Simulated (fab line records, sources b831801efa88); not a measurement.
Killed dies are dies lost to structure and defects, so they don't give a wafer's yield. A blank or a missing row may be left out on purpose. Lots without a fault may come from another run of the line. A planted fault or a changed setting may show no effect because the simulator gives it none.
fab line records | flow sky130
record lots=7 wafers=21 last_day=50
route steps=708 shown VT_ADJUST_PCH@146 SONOS_TUNNEL@154
lots that met no fault: from a run of the same line without faults
start_h: hours from the record's first day to the start of the lot's first wafer shown | wait_h: hours since the lot's step before | " the same as in the row above | L1.1+2: a row that stands for several wafers | - no value, or no start given | * or withheld: withheld | < > ~ a bound
route shown NAME@n: a module of which the file shows steps, and the number in the route of the first | usual: mean/standard deviation of fault-free wafers | same: alike in all rows | chamber/n: place in a boat | sites: the reading at each site | _std_site: their standard deviation | _edge_site: outer sites' mean less inner sites' | radius_mm: how far each site lies from the wafer's centre | mask NAME#n: copy n | behind: the tool/chamber that last shaped the wafer | hold: why the lot was held/for how many hours/how that ended | device: the transistor (n, p or np) that didn't switch | end of line: the same wafers' tests at the end of the route | a step without rows: its recipe alone | killed: dies lost to structure and defects at the first sort, not the wafer's yield | map: a wafer's dies, x killed, . not, _ none there
set.NAME: the setting as run; set.NAME@STEP: as run at that earlier step | model.NAME: the simulator's own value behind a step, which no gauge read
lots at some steps of the route; a table a step, a row a wafer
services: from which hour (start_h, from the record's first day; less than 0 if before it) a tool's chamber was out of use, for how many hours, and why
## steps
# step SKY_VT_ADJUST_PCH_SOFTBAKE_03
# recipe temp_c=110 time_s=withheld
# step SKY_VT_ADJUST_PCH_EXPOSE_04
# recipe mask_id=NWM na=0.6 source_shape=conventional sigma_outer=0.6 polarization=unpolarized target_cd_nm=840 dose_mj=255
# step SKY_VT_ADJUST_PCH_PEB_05
# recipe temp_c=115 time_s=withheld
# step SKY_VT_ADJUST_PCH_DEVELOP_06
# recipe wall_angle_deg=90 developer=TMAH develop_time_s=60 dev_temp_c=23
# step SKY_VT_ADJUST_PCH_OVL_MEAS_07
# usual VT_ADJUST_PCH_OVL=0.0/1.4
# columns lot.wafer tool chamber start_h wait_h VT_ADJUST_PCH_OVL[nm]
L982.2 overlay-01 - 262.09 - 1.1
L982.3 " - " " 0.7
L982.5 " - " " -0.2
L984.1 overlay-02 - 272.66 - 1.3
L984.4 " - " " -1.3
L984.5 " - " " -0.1
L996.1 overlay-01 - 367.11 - 0.8
L996.2 " - " " 0.4
L996.3 " - " " -1.8
L998.1 overlay-01 - 387.78 - 2.0
L998.2 " - " " 2.1
L998.6 " - " " 0.1
L999.1 overlay-02 - 394.41 - -0.3
L999.2 " - " " 0.9
L999.5 " - " " -0.7
L100.1 overlay-01 - 400.06 - -1.5
L100.3 " - " " -2.8
L100.4 " - " " -1.9
L101.1 overlay-01 - 402.76 - -0.3
L101.4 " - " " 0.6
L101.6 " - " " 1.6
# step SKY_VT_ADJUST_PCH_IMPLANT_08
# recipe species=B energy_kev=10 dose_cm2=5e+11 tilt_deg=withheld
# step SKY_VT_ADJUST_PCH_STRIP_09
# recipe chemistry=O2/N2 power_w=1400 pressure_mtorr=1500 platen_temp_c=withheld o2_flow_sccm=3000 n2_flow_sccm=300 overash_fraction=0.5
# usual drypump_motor_current_A=5.5/0.34 oes_product_au=0.723/0.0043 strip_time_to_endpoint_s=36.96/0.11
# same overash_fraction=0.5
# columns lot.wafer tool chamber start_h wait_h drypump_motor_current_A oes_product_au rf_hours_counter_h strip_time_to_endpoint_s
L982.2 plasma_asher-02 0 262.27 0.1 5.3 0.730 45 36.85
L982.3 " 1 " " 5.1 0.726 - 36.91
L982.5 " 0 " " 5.3 0.720 - 36.94
L984.1 plasma_asher-04 0 272.84 0.1 5.7 0.724 53 37.01
L984.4 " 1 " " 6.1 0.728 - 36.91
L984.5 " 0 " " 5.7 0.726 - 36.92
L996.1 plasma_asher-04 1 367.29 0.1 6.1 0.721 62 36.88
L996.2 " 0 " " 5.7 0.718 62 36.88
L996.3 " 0 " " 5.7 0.714 - 36.82
L998.1 plasma_asher-02 0 387.97 0.1 5.3 0.720 57 37.08
L998.2 " 1 " " 5.1 0.727 57 36.97
L998.6 " 1 " " 5.0 0.729 - 36.96
L999.1 plasma_asher-03 0 394.59 0.1 5.6 0.723 73 37.05
L999.2 " 1 " " 5.3 0.722 73 37.09
L999.5 " 1 " " 5.3 0.722 - 37.09
L100.1 plasma_asher-04 1 400.24 0.1 6.0 0.723 65 37.07
L100.3 " 1 " " 6.1 0.714 - 37.16
L100.4 " 0 " " 5.7 0.716 - 36.99
L101.1 plasma_asher-04 0 402.94 0.1 5.7 0.715 65 37.07
L101.4 " 0 " " 5.7 0.726 - 37.05
L101.6 " 1 " " 6.1 0.720 - 37.05
# step SKY_VT_ADJUST_PCH_TW_MEAS_10
# usual VT_ADJUST_PCH_TW=141.9/0.81
# columns lot.wafer tool chamber start_h wait_h VT_ADJUST_PCH_TW
L982.2 film_metro-04 - 262.38 0.1 143.0
L982.3 " - " " 142.1
L982.5 " - " " 142.5
L984.1 film_metro-04 - 272.94 0.1 142.5
L984.4 " - " " 142.4
L984.5 " - " " 142.1
L996.1 film_metro-04 - 367.39 0.1 140.4
L996.2 " - " " 141.1
L996.3 " - " " 141.7
L998.1 film_metro-04 - 388.07 0.1 140.5
L998.2 " - " " 140.9
L998.6 " - " " 140.3
L999.1 film_metro-02 - 394.69 0.1 142.5
L999.2 " - " " 142.9
L999.5 " - " " 144.0
L100.1 film_metro-04 - 400.34 0.1 141.2
L100.3 " - " " 141.0
L100.4 " - " " 141.4
L101.1 film_metro-04 - 403.04 0.1 141.7
L101.4 " - " " 140.4
L101.6 " - " " 141.1
# step SKY_SONOS_TUNNEL_DEHYDRATE_00
# recipe temp_c=200 time_s=60
# step SKY_SONOS_TUNNEL_HMDS_01
# recipe prime_time_s=60 prime_temp_c=120
# step SKY_SONOS_TUNNEL_COAT_02
# recipe resist=NOVOLAK spin_rpm=3000 resist_thk_nm=1140
# step SKY_SONOS_TUNNEL_SOFTBAKE_03
# recipe temp_c=90 time_s=60 resist=NOVOLAK
# step SKY_SONOS_TUNNEL_EXPOSE_04
# recipe mask_id=TUNM na=0.6 source_shape=conventional sigma_outer=0.6 polarization=unpolarized target_cd_nm=410 dose_mj=136
# usual exposure_dose_mJ_cm2=136.2/0.34 focus_offset_nm=0.0/0.57 na=0.6/0
# columns lot.wafer tool chamber start_h wait_h mask exposure_dose_mJ_cm2 focus_offset_nm na
L982.2 iline_stepper-02 0 274.60 - TUNM#0 136.9 -1.2 0.6
L982.3 " 0 " " TUNM#0 136.8 -0.4 0.6
L982.5 " 0 " " TUNM#0 136.9 -0.1 0.6
L984.1 iline_stepper-01 0 285.86 - TUNM#0 136.0 0.1 0.6
L984.4 " 0 " " TUNM#0 136.0 0.7 0.6
L984.5 " 0 " " TUNM#0 135.8 -0.3 0.6
L996.1 iline_stepper-02 0 381.31 - TUNM#0 136.8 0.2 0.6
L996.2 " 0 " " TUNM#0 136.7 0.1 0.6
L996.3 " 0 " " TUNM#0 136.8 -0.7 0.6
L998.1 iline_stepper-01 - 403.26 - TUNM#0 - - -
L998.2 " - " " TUNM#0 - - -
L998.6 " - " " TUNM#0 - - -
L999.1 iline_stepper-01 - 409.81 - TUNM#0 - - -
L999.2 " - " " TUNM#0 - - -
L999.5 " - " " TUNM#0 - - -
L100.1 iline_stepper-02 - 415.38 - TUNM#0 - - -
L100.3 " - " " TUNM#0 - - -
L100.4 " - " " TUNM#0 - - -
L101.1 iline_stepper-01 0 418.13 - TUNM#0 135.9 -0.2 0.6
L101.4 " 0 " " TUNM#0 136.2 -0.4 0.6
L101.6 " 0 " " TUNM#0 135.8 0.1 0.6
# step SKY_SONOS_TUNNEL_PEB_05
# recipe temp_c=withheld time_s=* resist=NOVOLAK
## services
# columns tool chamber start_h hours kind
iline_stepper-02 - 248.51 1.7 pm
iline_stepper-02 0 249.30 - calibration
iline_stepper-01 - 257.92 1.7 pm
plasma_asher-03 - 264.34 5.6 repair
iline_stepper-01 0 266.75 - calibration
plasma_asher-02 - 285.37 3.1 repair
plasma_asher-04 - 287.35 3.8 repair
plasma_asher-02 - 297.92 4.2 repair
iline_stepper-01 - 312.72 6.3 repair
plasma_asher-04 - 383.45 2.8 pm
plasma_asher-03 - 396.44 2.1 repair
iline_stepper-02 - 407.05 3.2 repair
## key
first_sign step=SKY_SONOS_TUNNEL_EXPOSE_04 reading=tool_record direction=missing
effect none on later readings
met_at SKY_SONOS_TUNNEL_EXPOSE_04
struck_wafers L998.1,L998.2,L998.6,L999.1,L999.2,L999.5,L100.1,L100.3,L100.4
later_rows_left_out L998.1,L998.2,L998.6,L999.1,L999.2,L999.5,L100.1,L100.3,L100.4
sort_left_out L998.1,L998.2,L998.6,L999.1,L999.2,L999.5,L100.1,L100.3,L100.4
tester_left_out L998,L999,L100
onset_between 381.31 403.26
fault kind=skipped_step_whole tool=iline_stepper-01,iline_stepper-02 chamber=- onset_h=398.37 steps=SKY_SONOS_TUNNEL_EXPOSE_04 scope=struck_lots_only
# tester_left_out: of these lots the tester's yield and bins aren't shown, on N5 and GAA mostly nor the transistor test; their killed dies are dies lost to structure and defects alone, not to doping, threshold or leakage, so they don't give the yield
# sort_left_out: the simulated sort isn't trusted on such a fault, so these wafers' sort isn't shown, and their yield isn't known
# later_rows_left_out: the simulator's readings of these wafers behind a module that went badly wrong aren't trusted and aren't shown, but for the sort
